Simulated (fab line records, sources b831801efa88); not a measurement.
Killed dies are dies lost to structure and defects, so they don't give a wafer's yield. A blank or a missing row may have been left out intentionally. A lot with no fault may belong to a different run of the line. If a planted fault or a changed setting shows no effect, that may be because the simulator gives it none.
Split-lot trial / flow sfq line / 23 wafers read across 5 lots, on a route 325 steps long

## THE SPLIT
At SFQ_TRILAYER_M5_LITHO_COAT_128 (resist thk 62 nm), the setting resist thk nm was moved away from the recipe's 62 nm on 8 of the 23 wafers read, by -2.5% to +5.4%. This setting was run at the recipe's value on the other wafers.

The reading is taken at the split's own step.

## THE READING
BARC_of_TRILAYER_M5_LITHO_COAT_128.thk nm (the simulator's own value, which no gauge read), in nm, at SFQ_TRILAYER_M5_LITHO_COAT_128 (resist thk 62 nm). The file does not state a usual value for it. Here, 15 wafers ran the recipe; their average is 62.00 nm with a standard deviation of 0.23 nm.

wafer=L077.1; tool, chamber at the split=litho track-01, 0; resist thk nm as run, nm=63.07; against the recipe=+1.7%; BARC_of_TRILAYER_M5_LITHO_COAT_128.thk nm, nm=63.18; against lot-mates on the recipe=+0.99
wafer=L077.2; tool, chamber at the split=litho track-01, 0; resist thk nm as run, nm=62; against the recipe=recipe; BARC_of_TRILAYER_M5_LITHO_COAT_128.thk nm, nm=62.27; against lot-mates on the recipe=-
wafer=L077.3; tool, chamber at the split=litho track-01, 0; resist thk nm as run, nm=63.07; against the recipe=+1.7%; BARC_of_TRILAYER_M5_LITHO_COAT_128.thk nm, nm=63.04; against lot-mates on the recipe=+0.85
wafer=L077.4; tool, chamber at the split=litho track-01, 0; resist thk nm as run, nm=62; against the recipe=recipe; BARC_of_TRILAYER_M5_LITHO_COAT_128.thk nm, nm=62.11; against lot-mates on the recipe=-
wafer=L077.5; tool, chamber at the split=litho track-01, 0; resist thk nm as run, nm=63.07; against the recipe=+1.7%; BARC_of_TRILAYER_M5_LITHO_COAT_128.thk nm, nm=63.25; against lot-mates on the recipe=+1.06
wafer=L078.1; tool, chamber at the split=litho track-04, 0; resist thk nm as run, nm=62; against the recipe=recipe; BARC_of_TRILAYER_M5_LITHO_COAT_128.thk nm, nm=61.69; against lot-mates on the recipe=-
wafer=L078.2; tool, chamber at the split=litho track-04, 0; resist thk nm as run, nm=65.32; against the recipe=+5.4%; BARC_of_TRILAYER_M5_LITHO_COAT_128.thk nm, nm=65.06; against lot-mates on the recipe=+3.25
wafer=L078.3; tool, chamber at the split=litho track-04, 0; resist thk nm as run, nm=65.32; against the recipe=+5.4%; BARC_of_TRILAYER_M5_LITHO_COAT_128.thk nm, nm=65.15; against lot-mates on the recipe=+3.34
wafer=L078.4; tool, chamber at the split=litho track-04, 0; resist thk nm as run, nm=62; against the recipe=recipe; BARC_of_TRILAYER_M5_LITHO_COAT_128.thk nm, nm=61.94; against lot-mates on the recipe=-
wafer=L078.6; tool, chamber at the split=litho track-04, 0; resist thk nm as run, nm=65.32; against the recipe=+5.4%; BARC_of_TRILAYER_M5_LITHO_COAT_128.thk nm, nm=65.08; against lot-mates on the recipe=+3.27
wafer=L079.1; tool, chamber at the split=litho track-01, 0; resist thk nm as run, nm=62; against the recipe=recipe; BARC_of_TRILAYER_M5_LITHO_COAT_128.thk nm, nm=62.26; against lot-mates on the recipe=-
wafer=L079.2; tool, chamber at the split=litho track-01, 0; resist thk nm as run, nm=62; against the recipe=recipe; BARC_of_TRILAYER_M5_LITHO_COAT_128.thk nm, nm=62.25; against lot-mates on the recipe=-
wafer=L079.3; tool, chamber at the split=litho track-01, 0; resist thk nm as run, nm=62; against the recipe=recipe; BARC_of_TRILAYER_M5_LITHO_COAT_128.thk nm, nm=62.23; against lot-mates on the recipe=-
wafer=L079.6; tool, chamber at the split=litho track-01, 0; resist thk nm as run, nm=62; against the recipe=recipe; BARC_of_TRILAYER_M5_LITHO_COAT_128.thk nm, nm=62.23; against lot-mates on the recipe=-
wafer=L079.4; tool, chamber at the split=litho track-01, 0; resist thk nm as run, nm=62; against the recipe=recipe; BARC_of_TRILAYER_M5_LITHO_COAT_128.thk nm, nm=62.19; against lot-mates on the recipe=-
wafer=L081.1; tool, chamber at the split=litho track-01, 0; resist thk nm as run, nm=60.46; against the recipe=-2.5%; BARC_of_TRILAYER_M5_LITHO_COAT_128.thk nm, nm=60.34; against lot-mates on the recipe=-1.35
wafer=L081.2; tool, chamber at the split=litho track-01, 0; resist thk nm as run, nm=62; against the recipe=recipe; BARC_of_TRILAYER_M5_LITHO_COAT_128.thk nm, nm=61.73; against lot-mates on the recipe=-
wafer=L081.4; tool, chamber at the split=litho track-01, 0; resist thk nm as run, nm=62; against the recipe=recipe; BARC_of_TRILAYER_M5_LITHO_COAT_128.thk nm, nm=61.7; against lot-mates on the recipe=-
wafer=L081.5; tool, chamber at the split=litho track-01, 0; resist thk nm as run, nm=60.46; against the recipe=-2.5%; BARC_of_TRILAYER_M5_LITHO_COAT_128.thk nm, nm=60.19; against lot-mates on the recipe=-1.50
wafer=L081.6; tool, chamber at the split=litho track-01, 0; resist thk nm as run, nm=62; against the recipe=recipe; BARC_of_TRILAYER_M5_LITHO_COAT_128.thk nm, nm=61.63; against lot-mates on the recipe=-
wafer=L085.3; tool, chamber at the split=litho track-04, 0; resist thk nm as run, nm=62; against the recipe=recipe; BARC_of_TRILAYER_M5_LITHO_COAT_128.thk nm, nm=61.97; against lot-mates on the recipe=-
wafer=L085.4; tool, chamber at the split=litho track-04, 0; resist thk nm as run, nm=62; against the recipe=recipe; BARC_of_TRILAYER_M5_LITHO_COAT_128.thk nm, nm=61.78; against lot-mates on the recipe=-
wafer=L085.6; tool, chamber at the split=litho track-04, 0; resist thk nm as run, nm=62; against the recipe=recipe; BARC_of_TRILAYER_M5_LITHO_COAT_128.thk nm, nm=61.96; against lot-mates on the recipe=-

FIT RESULTS
A straight line over all 23 wafers: BARC_of_TRILAYER_M5_LITHO_COAT_128.thk nm changes by +0.604 nm for each +1% of resist thk nm; r = +0.99; the points scatter about the line by 0.22 nm.
The same after taking each lot's own level away (the mean of its wafers on the recipe; 23 wafers): +0.603 nm for each +1%; r = +1.00; scatter 0.084 nm.
According to that fit, moving resist thk nm by its largest amount changes the reading by 3.2 nm.
The lots' own levels span 61.687 to 62.232 nm, that is 2.4 times the standard deviation above.
Hence the lot-to-lot level has little effect on the slope; both slopes agree.
Check: for one of the wafers moved furthest among these (+5.4%), held out of the fit, the line's prediction against its lot-mates is +3.23 nm. It came out at +3.25 nm against them.

## ADDITIONAL SPLITS CARRIED BY THESE WAFERS
Before the reading, these wafers also passed through other splits. Each is held against what the fit with the lots' levels taken away leaves over:
other split on the same wafers=SFQ_TRILAYER_I3_VIA_LITHO_EXPOSE_086 dose mj; wafers away from the commonest value=9; r with BARC_of_TRILAYER_M5_LITHO_COAT_128.thk nm (lot level and that fit taken away)=-0.28
other split on the same wafers=SFQ_TRILAYER_M4_DEP_SPUTTER_091 time s; wafers away from the commonest value=6; r with BARC_of_TRILAYER_M5_LITHO_COAT_128.thk nm (lot level and that fit taken away)=+0.30
other split on the same wafers=SFQ_TRILAYER_M4_LITHO_COAT_093 spin rpm; wafers away from the commonest value=7; r with BARC_of_TRILAYER_M5_LITHO_COAT_128.thk nm (lot level and that fit taken away)=-0.07
other split on the same wafers=SFQ_TRILAYER_M4_ETCH_METAL_ETCH_096 icp w; wafers away from the commonest value=10; r with BARC_of_TRILAYER_M5_LITHO_COAT_128.thk nm (lot level and that fit taken away)=+0.08
other split on the same wafers=SFQ_TRILAYER_I4_VIA_LITHO_COAT_108 resist thk nm; wafers away from the commonest value=6; r with BARC_of_TRILAYER_M5_LITHO_COAT_128.thk nm (lot level and that fit taken away)=+0.05
other split on the same wafers=SFQ_TRILAYER_I4_VIA_LITHO_PEB_106 peb temp c; wafers away from the commonest value=9; r with BARC_of_TRILAYER_M5_LITHO_COAT_128.thk nm (lot level and that fit taken away)=-0.02
other split on the same wafers=SFQ_TRILAYER_JJ_TRILAYER_DEP_SPUTTER_109 power w; wafers away from the commonest value=10; r with BARC_of_TRILAYER_M5_LITHO_COAT_128.thk nm (lot level and that fit taken away)=+0.11
other split on the same wafers=SFQ_TRILAYER_JJ_TRILAYER_DEP_SPUTTER_112 power w; wafers away from the commonest value=10; r with BARC_of_TRILAYER_M5_LITHO_COAT_128.thk nm (lot level and that fit taken away)=+0.17
other split on the same wafers=SFQ_TRILAYER_JJ_CE_LITHO_PEB_117 peb temp c; wafers away from the commonest value=7; r with BARC_of_TRILAYER_M5_LITHO_COAT_128.thk nm (lot level and that fit taken away)=-0.44

## THE FILE'S OWN FIT
BARC_of_TRILAYER_M5_LITHO_COAT_128.thk nm changes by +0.602 nm for each +1% of resist thk nm, r = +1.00.
